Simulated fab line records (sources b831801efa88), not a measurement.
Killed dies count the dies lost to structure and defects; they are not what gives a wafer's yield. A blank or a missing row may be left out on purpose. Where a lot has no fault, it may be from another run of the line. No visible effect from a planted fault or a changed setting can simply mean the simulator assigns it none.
Matching of chambers    flow sky130    4 sister chambers for SKY_VIA2_CMP_02 on cmp-02
The step polishes SiO2. 30 wafers are shown with their chamber, then 12 later ones without.

EACH WAFER AND ITS CHAMBER
wafer   chamber  motor_current_A (A)  head_pressure_psi (psi)
L075.1  1        12.0                 4.006
L075.3  0        12.1                 3.988
L075.5  2        10.8                 4.005
L077.1  3        12.2                 3.995
L077.4  2        11.2                 4.001
L077.6  1        12.2                 3.993
L078.2  0        13.0                 4.012
L078.3  3        12.3                 4.019
L078.4  1        12.0                 3.996
L080.3  3        11.7                 3.999
L080.5  2        11.1                 4.007
L080.6  3        11.7                 3.995
L084.1  2        11.0                 4.003
L084.2  1        12.1                 4.007
L084.5  1        11.7                 4.003
L085.1  1        12.2                 3.999
L085.3  3        11.9                 3.996
L085.6  2        11.1                 4.000
L087.1  3        11.7                 4.004
L087.2  2        10.7                 3.985
L087.4  0        12.4                 4.000
L088.3  3        11.9                 3.996
L088.5  3        11.2                 3.994
L088.6  0        12.5                 3.996
L089.1  1        11.9                 4.002
L089.2  3        11.7                 3.995
L089.4  0        12.7                 4.004
L093.2  1        12.4                 4.005
L093.4  2        11.0                 4.000
L093.6  1        12.4                 3.991

SIGNATURES, as means of the wafers listed above
reading            chamber 0  chamber 1  chamber 2  chamber 3  scatter within a chamber
motor_current_A    12.540     12.100     10.986     11.811     0.27
head_pressure_psi  4.00000    4.00022    4.00014    3.99922    0.00737
Rule: a wafer's distance from a chamber is the root of the sum, over the readings, of the square of ((its reading less the chamber's mean) divided by the reading's scatter). The wafer belongs to the nearest chamber; if the next one is less than 2 further off, it can't be placed. The scatter: the root of (the sum of the squares of (reading less its chamber's mean) over the shown wafers, divided by (wafers less chambers)).

WAFERS WITHOUT THEIR CHAMBER
wafer   motor_current_A (A)  head_pressure_psi (psi)
L094.2  12.6                 4.009
L094.3  11.7                 3.999
L094.4  11.2                 3.993
L095.2  11.8                 3.990
L095.4  11.0                 4.011
L095.5  12.6                 3.994
L096.1  11.0                 3.993
L096.5  11.4                 3.987
L096.6  13.1                 3.993
L097.2  11.5                 4.005
L097.5  12.5                 3.984
L097.6  11.0                 3.995

WHICH CHAMBER EACH WENT THROUGH
wafer   from the rows above           in truth
L094.2  can't be placed: 0 or 1 or 3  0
L094.3  can't be placed: 3 or 1       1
L094.4  can't be placed: 2 or 3       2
L095.2  can't be placed: 3 or 1 or 0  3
L095.4  can't be placed: 2 or 3       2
L095.5  can't be placed: 0 or 1       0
L096.1  2                             2
L096.5  can't be placed: 3 or 2 or 1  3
L096.6  can't be placed: 0 or 1       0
L097.2  can't be placed: 3 or 2 or 1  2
L097.5  can't be placed: 0 or 1 or 3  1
L097.6  2                             2
Placed correctly: 2 of 12. These rows do not allow placing 10 (true chamber among the candidates in 10). Wrongly placed: 0.
